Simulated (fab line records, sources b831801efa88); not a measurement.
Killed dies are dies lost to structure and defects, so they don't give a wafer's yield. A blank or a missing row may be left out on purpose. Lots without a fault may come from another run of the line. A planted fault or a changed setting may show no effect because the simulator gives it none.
Which tool did it? | flow sky130 | 11 lots, 33 wafers sampled, at 2 steps of a route of 708

WHAT THE GAUGES READ, wafer by wafer
SKY_POLY_GATE_THK_MEAS_01.
lot  | measured     | on            | POLY_GATE_CVD_00_THK (nm)
L575 | day 13 16:29 | film_metro-04 | 179.6 180.1 180.3
L576 | day 14 00:50 | film_metro-02 | 182.6 180.9 182.3
L577 | day 14 11:23 | film_metro-02 | 179.8 180.3 179.7
L578 | day 14 19:43 | film_metro-04 | 179.9 181.5 181.6
L580 | day 16 04:17 | film_metro-02 | 181.4 183.2 182.2
L581 | day 16 04:17 | film_metro-01 | 179.3 179.7 177.3
L582 | day 16 09:22 | film_metro-04 | 180.9 180.1 179.2
L583 | day 16 16:19 | film_metro-02 | 178.4 178.4 178.8
L588 | day 18 10:45 | film_metro-02 | 182.7 183.0 182.0
L593 | day 20 02:07 | film_metro-01 | 97.6 98.0 97.8
L594 | day 21 01:53 | film_metro-02 | 96.1 95.5 97.4

WHICH TOOL RAN EACH LOT (tool, then ch and the chambers of the sampled wafers, then the start)
lot  | SKY_POLY_GATE_CVD_00
L575 | lpcvd-01 ch 1, day 13 15:17
L576 | lpcvd-01 ch 0, day 13 23:38
L577 | lpcvd-01 ch 1, day 14 10:11
L578 | lpcvd-01 ch 1, day 14 18:31
L580 | lpcvd-01 ch 1, day 16 03:05
L581 | lpcvd-01 ch 0, day 16 03:05
L582 | lpcvd-01 ch 0, day 16 08:10
L583 | lpcvd-01 ch 0, day 16 15:07
L588 | lpcvd-01 ch 0, day 18 09:33
L593 | lpcvd-01 ch 1, day 20 00:54
L594 | lpcvd-01 ch 0, day 21 00:41
- SKY_POLY_GATE_CVD_00: deposits poly-Si, target thk 180 nm, time 720 s.

THE ANSWER, worked out from the rows above alone
Rule: what is usual is taken from the lots themselves. Put in order of their means at a reading, lots are off if they are a third of the lots or fewer, leave a main group of 4 or more, and stand apart from it by a gap of 3 or more times the standard deviation of the main group's means; of several such gaps the widest counts. A main group whose means are all the same, to the digits that the tables above print for the reading, isn't used. A lot without any number at a reading at which 4 lots or more have one is off too. The other lots that the step has rows for count as sound.
Off: L593, L594, at SKY_POLY_GATE_THK_MEAS_01 (POLY_GATE_CVD_00_THK). The main group: mean 180.6 nm, standard deviation 1.4.
A tool fits if, at a process step before that reading, it ran every lot that is off, and no sound lot after the first of them. The gauges at SKY_POLY_GATE_THK_MEAS_01 are tried like those tools. One fits: lpcvd-01 at SKY_POLY_GATE_CVD_00. Its last sound lot is L588 (day 18 09:33), its first lot that is off L593 (day 20 00:54): a fault that began between those two fits.

WHAT THE SIMULATOR HAD PUT IN
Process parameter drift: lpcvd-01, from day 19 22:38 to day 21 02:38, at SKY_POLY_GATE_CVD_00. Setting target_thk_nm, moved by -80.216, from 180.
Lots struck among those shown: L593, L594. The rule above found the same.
